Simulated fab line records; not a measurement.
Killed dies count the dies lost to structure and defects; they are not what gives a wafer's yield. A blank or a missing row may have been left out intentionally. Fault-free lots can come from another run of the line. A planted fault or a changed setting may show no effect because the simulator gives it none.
fab line records + flow sky130
[record]
- lots = 5
- wafers = 15
- last_day = 49
route steps=708 shown DNWELL@42 PWDE@45 NWELL@56
lots with no fault: from the same line, run without faults
start_h: start of the lot's first displayed wafer, in hours after the record's first day + wait_h: time in hours since the lot's previous step + " the same as in the row above + L1.1+2: one row covering several wafers at once + - no value, or no start was given + * or withheld: withheld + < > ~ a bound
route shown NAME@n: a module of which the file shows steps, and the number in the route of the first + usual: average and standard deviation across the fault-free wafers + same: alike in all rows + chamber/n: place in a boat + sites: readings site by site + _std_site: their standard deviation + _edge_site: the outer-site mean with the inner-site mean subtracted + radius_mm: how far each site lies from the wafer's centre + mask NAME#n: copy n + behind: the most recent tool/chamber to have shaped the wafer + hold: reason for holding the lot/hours on hold/outcome of the hold + device: transistor that didn't switch, given as n, p or np + end of line: the same wafers' tests at the end of the route + a step given without rows: its recipe and nothing more + killed: dies lost to structure and defects at the first sort, not the wafer's yield + map: the dies of a wafer, with x for killed, . for not killed, _ for no die there
set.NAME: setting as actually run; set.NAME@STEP: the setting as run at that earlier step + model.NAME: the simulator's own value behind a step, which no gauge read
lots at selected steps of the route; one table per step, one row per wafer
services: from which hour (start_h, from the record's first day; less than 0 if before it) a tool's chamber was out of use, for how many hours, and why
[[steps]]
[step SKY_DNWELL_IMPLANT_07]
[recipe]
- species = P
- energy_kev = withheld
- dose_cm2 = withheld
- tilt_deg = withheld
[step SKY_DNWELL_STRIP_08]
[recipe]
- chemistry = O2/N2
- power_w = 1400
- pressure_mtorr = 1500
- platen_temp_c = withheld
- o2_flow_sccm = 3000
- n2_flow_sccm = 300
- overash_fraction = 0.5
[usual]
- drypump_motor_current_A = 5.5/0.36
- oes_product_au = 0.724/0.0042
- strip_time_to_endpoint_s = 36.95/0.11
| lot.wafer | tool            | chamber | start_h | wait_h | drypump_motor_current_A | oes_product_au | rf_hours_counter_h | strip_time_to_endpoint_s |
|-----------|-----------------|---------|---------|--------|-------------------------|----------------|--------------------|--------------------------|
| L679.1    | plasma_asher-02 | 0       | 109.42  | 0.1    | 6.4                     | 0.723          | 42                 | 36.99                    |
| L679.2    | "               | 1       | "       | "      | 5.4                     | 0.730          | 42                 | 36.95                    |
| L679.6    | "               | 0       | "       | "      | 6.4                     | 0.719          | -                  | 36.86                    |
| L684.1    | plasma_asher-01 | 1       | 137.13  | 0.1    | 5.3                     | 0.728          | 2                  | 37.07                    |
| L684.5    | "               | 0       | "       | "      | 5.4                     | 0.723          | -                  | 37.01                    |
| L684.6    | "               | 1       | "       | "      | 5.3                     | 0.724          | -                  | 37.02                    |
| L686.3    | plasma_asher-01 | 0       | 143.95  | 0.1    | 5.4                     | 0.720          | -                  | 36.90                    |
| L686.4    | "               | 1       | "       | "      | 5.3                     | 0.725          | -                  | 36.96                    |
| L686.6    | "               | 1       | "       | "      | 5.3                     | 0.715          | -                  | 36.91                    |
| L687.2    | plasma_asher-01 | 0       | 145.56  | 0.1    | 5.4                     | 0.730          | 3                  | 37.11                    |
| L687.3    | "               | 0       | "       | "      | 5.4                     | 0.719          | -                  | 37.08                    |
| L687.4    | "               | 1       | "       | "      | 5.3                     | 0.720          | -                  | 37.02                    |
| L688.2    | plasma_asher-02 | 0       | 154.93  | 0.1    | 6.3                     | 0.726          | 47                 | 36.89                    |
| L688.4    | "               | 1       | "       | "      | 5.3                     | 0.723          | -                  | 36.99                    |
| L688.6    | "               | 0       | "       | "      | 6.3                     | 0.725          | -                  | 36.99                    |
[step SKY_DNWELL_TW_MEAS_09]
[usual]
- DNWELL_TW = 1100/7.3
| lot.wafer | tool          | chamber | start_h | wait_h | DNWELL_TW |
|-----------|---------------|---------|---------|--------|-----------|
| L679.1    | film_metro-01 | -       | 109.52  | 0.1    | 1102      |
| L679.2    | "             | -       | "       | "      | 1103      |
| L679.6    | "             | -       | "       | "      | 1107      |
| L684.1    | film_metro-01 | -       | 137.23  | 0.1    | 1104      |
| L684.5    | "             | -       | "       | "      | 1109      |
| L684.6    | "             | -       | "       | "      | 1106      |
| L686.3    | film_metro-04 | -       | 144.04  | 0.1    | 1103      |
| L686.4    | "             | -       | "       | "      | 1110      |
| L686.6    | "             | -       | "       | "      | 1110      |
| L687.2    | film_metro-01 | -       | 145.67  | 0.1    | 1097      |
| L687.3    | "             | -       | "       | "      | 1097      |
| L687.4    | "             | -       | "       | "      | 1097      |
| L688.2    | film_metro-01 | -       | 155.04  | 0.1    | 1100      |
| L688.4    | "             | -       | "       | "      | 1095      |
| L688.6    | "             | -       | "       | "      | 1091      |
[step SKY_PWDE_DEHYDRATE_00]
[recipe]
- temp_c = 200
- time_s = 60
[step SKY_PWDE_HMDS_01]
[recipe]
- prime_time_s = 60
- prime_temp_c = 120
[step SKY_PWDE_COAT_02]
[recipe]
- spin_rpm = 2000
- resist_thk_nm = 3000
[step SKY_PWDE_SOFTBAKE_03]
[recipe]
- temp_c = 110
- time_s = withheld
[step SKY_PWDE_EXPOSE_04]
[recipe]
- mask_id = PWDEM
- na = 0.6
- source_shape = conventional
- sigma_outer = 0.6
- polarization = unpolarized
- target_cd_nm = 840
- dose_mj = 214
[step SKY_PWDE_PEB_05]
[recipe]
- temp_c = 115
- time_s = withheld
[step SKY_PWDE_DEVELOP_06]
[recipe]
- wall_angle_deg = 90
- developer = TMAH
- develop_time_s = 60
- dev_temp_c = 23
[step SKY_PWDE_OVL_MEAS_07]
[usual]
- PWDE_OVL = 0.5/1.4
| lot.wafer | tool       | chamber | start_h | wait_h | PWDE_OVL[nm] |
|-----------|------------|---------|---------|--------|--------------|
| L679.1    | overlay-02 | -       | 127.07  | -      | 1.8          |
| L679.2    | "          | -       | "       | "      | 0.8          |
| L679.6    | "          | -       | "       | "      | 0.7          |
| L684.1    | overlay-02 | -       | 156.12  | -      | 1.5          |
| L684.5    | "          | -       | "       | "      | 0.4          |
| L684.6    | "          | -       | "       | "      | 1.2          |
| L686.3    | overlay-01 | -       | 163.55  | -      | 1.2          |
| L686.4    | "          | -       | "       | "      | 1.6          |
| L686.6    | "          | -       | "       | "      | 3.6          |
| L687.2    | overlay-01 | -       | 165.17  | -      | 2.5          |
| L687.3    | "          | -       | "       | "      | 1.7          |
| L687.4    | "          | -       | "       | "      | 1.2          |
| L688.2    | overlay-01 | -       | 174.27  | -      | 1.6          |
| L688.4    | "          | -       | "       | "      | 0.6          |
| L688.6    | "          | -       | "       | "      | 1.6          |
[step SKY_PWDE_IMPLANT_08]
[recipe]
- species = B
- energy_kev = 150
- dose_cm2 = 3.6e+12
- tilt_deg = withheld
[step SKY_PWDE_STRIP_09]
[recipe]
- chemistry = O2/N2
- power_w = 1400
- pressure_mtorr = 1500
- platen_temp_c = withheld
- o2_flow_sccm = 3000
- n2_flow_sccm = 300
- overash_fraction = 0.5
[usual]
- drypump_motor_current_A = 5.6/0.38
- oes_product_au = 0.722/0.0049
- strip_time_to_endpoint_s = 36.94/0.1
| lot.wafer | tool            | chamber | start_h | wait_h | drypump_motor_current_A | oes_product_au | rf_hours_counter_h | strip_time_to_endpoint_s | model.coat_of_PWDE_COAT_02.thk_nm |
|-----------|-----------------|---------|---------|--------|-------------------------|----------------|--------------------|--------------------------|-----------------------------------|
| L679.1    | plasma_asher-03 | 1       | 127.37  | 0.1    | 5.4                     | 0.722          | 44                 | 36.99                    | 0                                 |
| L679.2    | "               | 0       | "       | "      | 5.2                     | 0.719          | 44                 | 36.89                    | 0                                 |
| L679.6    | "               | 0       | "       | "      | 5.3                     | 0.723          | -                  | 36.92                    | 0                                 |
| L684.1    | plasma_asher-04 | 1       | 156.30  | 0.1    | 5.8                     | 0.724          | 34                 | 36.95                    | 0                                 |
| L684.5    | "               | 1       | "       | "      | 5.8                     | 0.717          | -                  | 36.86                    | 0                                 |
| L684.6    | "               | 0       | "       | "      | 5.4                     | 0.733          | -                  | 36.91                    | 0                                 |
| L686.3    | plasma_asher-02 | 0       | 163.75  | 0.1    | 6.4                     | 0.716          | -                  | 36.97                    | 0                                 |
| L686.4    | "               | 1       | "       | "      | 5.4                     | 0.721          | -                  | 37.00                    | 0                                 |
| L686.6    | "               | 0       | "       | "      | 6.4                     | 0.727          | -                  | 37.03                    | 0                                 |
| L687.2    | plasma_asher-03 | 0       | 165.35  | 0.1    | 5.2                     | 0.971          | 48                 | -                        | 270.5                             |
| L687.3    | "               | 1       | "       | "      | 5.4                     | 0.969          | -                  | -                        | 270.8                             |
| L687.4    | "               | 0       | "       | "      | 5.3                     | 0.958          | -                  | -                        | 270.2                             |
| L688.2    | plasma_asher-04 | 1       | 174.45  | 0.1    | 5.8                     | 0.720          | 36                 | 36.94                    | 0                                 |
| L688.4    | "               | 0       | "       | "      | 5.4                     | 0.733          | -                  | 36.97                    | 0                                 |
| L688.6    | "               | 0       | "       | "      | 5.4                     | 0.723          | -                  | 36.91                    | 0                                 |
[step SKY_PWDE_TW_MEAS_10]
[usual]
- PWDE_TW = 369.3/2.1
| lot.wafer | tool          | chamber | start_h | wait_h | PWDE_TW |
|-----------|---------------|---------|---------|--------|---------|
| L679.1    | film_metro-04 | -       | 127.47  | 0.1    | 371.4   |
| L679.2    | "             | -       | "       | "      | 372.1   |
| L679.6    | "             | -       | "       | "      | 369.1   |
| L684.1    | film_metro-03 | -       | 156.40  | 0.1    | 366.5   |
| L684.5    | "             | -       | "       | "      | 366.6   |
| L684.6    | "             | -       | "       | "      | 366.9   |
| L686.3    | film_metro-04 | -       | 163.84  | 0.1    | 370.4   |
| L686.4    | "             | -       | "       | "      | 372.2   |
| L686.6    | "             | -       | "       | "      | 370.4   |
| L687.2    | film_metro-04 | -       | 165.46  | 0.1    | 371.5   |
| L687.3    | "             | -       | "       | "      | 372.1   |
| L687.4    | "             | -       | "       | "      | 371.4   |
| L688.2    | film_metro-04 | -       | 174.56  | 0.1    | 368.8   |
| L688.4    | "             | -       | "       | "      | 370.9   |
| L688.6    | "             | -       | "       | "      | 370.4   |
[step SKY_NWELL_DEHYDRATE_03]
[recipe]
- temp_c = 200
- time_s = 60
[step SKY_NWELL_HMDS_04]
[recipe]
- prime_time_s = 60
- prime_temp_c = 120
[step SKY_NWELL_COAT_05]
[recipe]
- spin_rpm = 2000
- resist_thk_nm = 3000
[step SKY_NWELL_SOFTBAKE_06]
[recipe]
- temp_c = 110
- time_s = withheld
[step SKY_NWELL_EXPOSE_07]
[recipe]
- mask_id = NWM
- na = 0.6
- source_shape = conventional
- sigma_outer = 0.6
- polarization = unpolarized
- target_cd_nm = 840
- dose_mj = 255
[step SKY_NWELL_PEB_08]
[recipe]
- temp_c = 115
- time_s = withheld
[step SKY_NWELL_DEVELOP_09]
[recipe]
- wall_angle_deg = 90
- developer = TMAH
- develop_time_s = 60
- dev_temp_c = 23
[step SKY_NWELL_OVL_MEAS_10]
[usual]
- NWELL_00_OVL = 0.2/1.5
| lot.wafer | tool       | chamber | start_h | wait_h | NWELL_00_OVL[nm] |
|-----------|------------|---------|---------|--------|------------------|
| L679.1    | overlay-01 | -       | 146.49  | -      | 1.3              |
| L679.2    | "          | -       | "       | "      | 0.5              |
| L679.6    | "          | -       | "       | "      | 1.9              |
| L684.1    | overlay-01 | -       | 176.29  | -      | 1.3              |
| L684.5    | "          | -       | "       | "      | 2.0              |
| L684.6    | "          | -       | "       | "      | 3.2              |
| L686.3    | overlay-02 | -       | 183.25  | -      | -0.2             |
| L686.4    | "          | -       | "       | "      | 0.3              |
| L686.6    | "          | -       | "       | "      | 0.5              |
| L687.2    | overlay-02 | -       | 185.34  | -      | 0.7              |
| L687.3    | "          | -       | "       | "      | -0.9             |
| L687.4    | "          | -       | "       | "      | -0.3             |
| L688.2    | overlay-02 | -       | 195.59  | -      | 0.2              |
| L688.4    | "          | -       | "       | "      | 2.4              |
| L688.6    | "          | -       | "       | "      | 1.0              |
[step SKY_NWELL_IMPLANT_11]
[recipe]
- species = P
- energy_kev = 400
- dose_cm2 = 1.9e+13
- tilt_deg = withheld
[step SKY_NWELL_IMPLANT_12]
[recipe]
- species = P
- energy_kev = 120
- dose_cm2 = 1.3e+12
- tilt_deg = withheld
[step SKY_NWELL_IMPLANT_13]
[recipe]
- species = P
- energy_kev = 50
- dose_cm2 = 7e+11
- tilt_deg = withheld
[step SKY_NWELL_STRIP_14]
[recipe]
- chemistry = O2/N2
- power_w = 1400
- pressure_mtorr = 1500
- platen_temp_c = withheld
- o2_flow_sccm = 3000
- n2_flow_sccm = 300
- overash_fraction = 0.5
[usual]
- drypump_motor_current_A = 5.48/0.2
- oes_product_au = 0.722/0.0046
- strip_time_to_endpoint_s = 36.88/0.11
| lot.wafer | tool            | chamber | start_h | wait_h | drypump_motor_current_A | oes_product_au | rf_hours_counter_h | strip_time_to_endpoint_s |
|-----------|-----------------|---------|---------|--------|-------------------------|----------------|--------------------|--------------------------|
| L679.1    | plasma_asher-04 | 0       | 146.97  | 0.1    | 5.44                    | 0.731          | 33                 | 37.04                    |
| L679.2    | "               | 1       | "       | "      | 5.78                    | 0.723          | 33                 | 37.04                    |
| L679.6    | "               | 0       | "       | "      | 5.42                    | 0.718          | -                  | 37.07                    |
| L684.1    | plasma_asher-04 | 0       | 176.77  | 0.1    | 5.39                    | 0.722          | 36                 | 36.87                    |
| L684.5    | "               | 0       | "       | "      | 5.41                    | 0.724          | -                  | 36.83                    |
| L684.6    | "               | 1       | "       | "      | 5.81                    | 0.727          | -                  | 36.79                    |
| L686.3    | plasma_asher-01 | 1       | 183.75  | 0.1    | 5.37                    | 0.728          | -                  | 36.97                    |
| L686.4    | "               | 0       | "       | "      | 5.36                    | 0.720          | -                  | 36.96                    |
| L686.6    | "               | 0       | "       | "      | 5.39                    | 0.721          | -                  | 36.96                    |
| L687.2    | plasma_asher-04 | 1       | 185.82  | 0.1    | 5.81                    | 0.728          | 37                 | 40.80                    |
| L687.3    | "               | 1       | "       | "      | 5.82                    | 0.731          | -                  | 40.82                    |
| L687.4    | "               | 0       | "       | "      | 5.42                    | 0.726          | -                  | 40.85                    |
| L688.2    | plasma_asher-01 | 0       | 196.07  | 0.1    | 5.36                    | 0.721          | 7                  | 36.94                    |
| L688.4    | "               | 0       | "       | "      | 5.33                    | 0.729          | -                  | 36.75                    |
| L688.6    | "               | 1       | "       | "      | 5.33                    | 0.716          | -                  | 36.73                    |
[step SKY_NWELL_TW_MEAS_15]
[usual]
- NWELL_TW = 1796/10
| lot.wafer | tool          | chamber | start_h | wait_h | NWELL_TW |
|-----------|---------------|---------|---------|--------|----------|
| L679.1    | film_metro-03 | -       | 147.07  | 0.1    | 1782     |
| L679.2    | "             | -       | "       | "      | 1783     |
| L679.6    | "             | -       | "       | "      | 1785     |
| L684.1    | film_metro-01 | -       | 176.87  | 0.1    | 1787     |
| L684.5    | "             | -       | "       | "      | 1787     |
| L684.6    | "             | -       | "       | "      | 1789     |
| L686.3    | film_metro-01 | -       | 183.84  | 0.1    | 1783     |
| L686.4    | "             | -       | "       | "      | 1794     |
| L686.6    | "             | -       | "       | "      | 1783     |
| L687.2    | film_metro-01 | -       | 185.93  | 0.1    | 1769     |
| L687.3    | "             | -       | "       | "      | 1765     |
| L687.4    | "             | -       | "       | "      | 1769     |
| L688.2    | film_metro-01 | -       | 196.18  | 0.1    | 1786     |
| L688.4    | "             | -       | "       | "      | 1777     |
| L688.6    | "             | -       | "       | "      | 1781     |
[step SKY_NWELL_DEHYDRATE_16]
[recipe]
- temp_c = 200
- time_s = 60
[[services]]
| tool            | chamber | start_h | hours | kind       |
|-----------------|---------|---------|-------|------------|
| plasma_asher-03 | -       | 94.69   | 1.6   | repair     |
| plasma_asher-01 | -       | 108.75  | 9.0   | pm         |
| plasma_asher-01 | 0       | 108.75  | 9.0   | vent_cycle |
| plasma_asher-01 | 1       | 108.75  | 9.0   | vent_cycle |
| plasma_asher-01 | 0       | 117.75  | -     | clean      |
| plasma_asher-01 | 1       | 117.75  | -     | clean      |
| plasma_asher-03 | -       | 144.42  | 2.1   | repair     |
| plasma_asher-01 | -       | 186.65  | 1.4   | repair     |
| plasma_asher-02 | -       | 195.14  | 12.6  | repair     |
[[key]]
[first_sign]
- step = SKY_PWDE_STRIP_09
- reading = oes_product_au
- direction = up
- sigmas = 50
- usual = 0.722
- struck = 0.966
[effect]
- step = SKY_NWELL_STRIP_14
- reading = strip_time_to_endpoint_s
- direction = up
- sigmas = 36
- usual = *
- struck = *
[effect]
- step = SKY_NWELL_TW_MEAS_15
- reading = NWELL_TW
- direction = down
- sigmas = 2.9
- usual = 1796
- struck = 1768
[model_effect]
- step = SKY_PWDE_STRIP_09
- value = coat_of_PWDE_COAT_02.thk_nm
- without = 0
- struck = 270.5
met_at SKY_PWDE_STRIP_09
struck_wafers L687.2,L687.3,L687.4
sort_left_out L687.2,L687.3,L687.4
tester_left_out L687
onset_between 127.37 165.35
[fault]
- kind = strip_aborted
- tool = plasma_asher-03
- chamber = -
- onset_h = 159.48
- steps = SKY_PWDE_STRIP_09
- offset = 0.4055
- end_h = 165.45
// tester_left_out: of these lots the tester's yield and bins aren't shown, on N5 and GAA mostly nor the transistor test; their killed dies are dies lost to structure and defects alone, not to doping, threshold or leakage, so they don't give the yield
// sort_left_out: the simulated sort isn't trusted on such a fault, so these wafers' sort isn't shown, and their yield isn't known
